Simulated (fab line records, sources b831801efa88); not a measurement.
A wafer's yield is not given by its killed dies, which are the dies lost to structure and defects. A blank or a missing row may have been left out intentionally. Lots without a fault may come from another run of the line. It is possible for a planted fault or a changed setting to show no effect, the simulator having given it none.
A single fault, viewed from 2 desks | flow sky130 | what lay behind the numbers comes last; until then each desk has only its own

## FOR THE TOOL OWNER'S DESK: pvdSputter-02
At SKY_METAL3_SPUTTER_01 (material TiN, target thk 20 nm, time 16.7 s) the tool's own readings: per lot run on this tool, the mean of the sampled wafers that have a number. If a lot's mean is further than 4 standard deviations from the usual mean, the lot is out of limits and carries the mark OUT (the distance appears in the brackets).
Columns: A = cathodeDcPowerW at SKY_METAL3_SPUTTER_01, usual 6499.9 W; B = throttleValvePct at SKY_METAL3_SPUTTER_01, usual 30.1 %
lot  | first seen here | A                        | B
L905 | day 36 07:28    | 6499.7                   | 30.2
L908 | day 37 08:50    | 6500.8                   | 30.2
L909 | day 37 13:25    | 6498.5                   | 29.8
L913 | day 39 03:20    | 6657.7 (+99 or more) OUT | 30.2
L916 | day 39 20:08    | 6658.0 (+99 or more) OUT | 30.8
L925 | day 42 10:17    | 6500.5                   | 30.6
L927 | day 43 00:02    | 6499.3                   | 30.8
L928 | day 43 02:29    | 6500.5                   | 31.1
This desk's finding: out of limits on L913, L916; first on L913, day 39 03:20 (cathodeDcPowerW at SKY_METAL3_SPUTTER_01). L905, L908, L909, L925, L927, L928: within limits.

## THE METROLOGY DESK
Means of the sampled wafers that have a number, per lot and without regard to the tool the lot ran on: this is what the gauges read. If a lot's mean is further than 4 standard deviations from the usual mean, the lot is out of limits and carries the mark OUT (the distance appears in the brackets).
Columns: A = PWDE_TW at SKY_PWDE_TW_MEAS_10, usual 375.0; B = VT_ADJUST_HVTP_TW at SKY_VT_ADJUST_HVTP_TW_MEAS_11, usual 1355; C = VT_ADJUST_LVTN_TW at SKY_VT_ADJUST_LVTN_TW_MEAS_10, usual 241.8
lot  | first seen here | A     | B    | C
L905 | day 3 21:47     | 372.4 | 1367 | 241.8
L908 | day 4 13:55     | 375.2 | 1368 | 240.0
L909 | day 4 19:16     | 369.8 | 1346 | 242.2
L911 | day 5 06:53     | 372.8 | 1346 | 238.9
L912 | day 5 11:53     | 374.7 | 1365 | 242.4
L913 | day 5 18:16     | 374.7 | 1368 | 243.7
L916 | day 6 14:40     | 377.2 | 1342 | 244.0
L920 | day 7 09:55     | 373.9 | 1357 | 239.1
L924 | day 8 09:31     | 376.0 | 1347 | 242.3
L925 | day 8 17:06     | 375.3 | 1370 | 243.0
L926 | day 8 21:23     | 373.9 | 1344 | 242.8
L927 | day 9 02:44     | 376.7 | 1345 | 243.0
L928 | day 9 09:41     | 374.1 | 1336 | 242.1
Result from this desk: across the 13 lots, nothing is out of limits.

## PUT TOGETHER
At day 39 03:20, on L913, L916, the tool owner's desk was in a position to raise an alarm.
The metrology desk saw nothing out of limits.
The metrology desk has L913, L916 on record, within its limits.
The lots listed all ran SKY_METAL3_SPUTTER_01 on pvdSputter-02.

## WHAT THE SIMULATOR PUT IN
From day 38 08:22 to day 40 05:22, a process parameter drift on pvdSputter-02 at SKY_METAL3_SPUTTER_01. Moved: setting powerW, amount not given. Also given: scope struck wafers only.
Lots struck among those shown: L913, L916.
Time in hours from fault onset to the first out-of-limits reading at each desk: the tool owner's desk, 19.
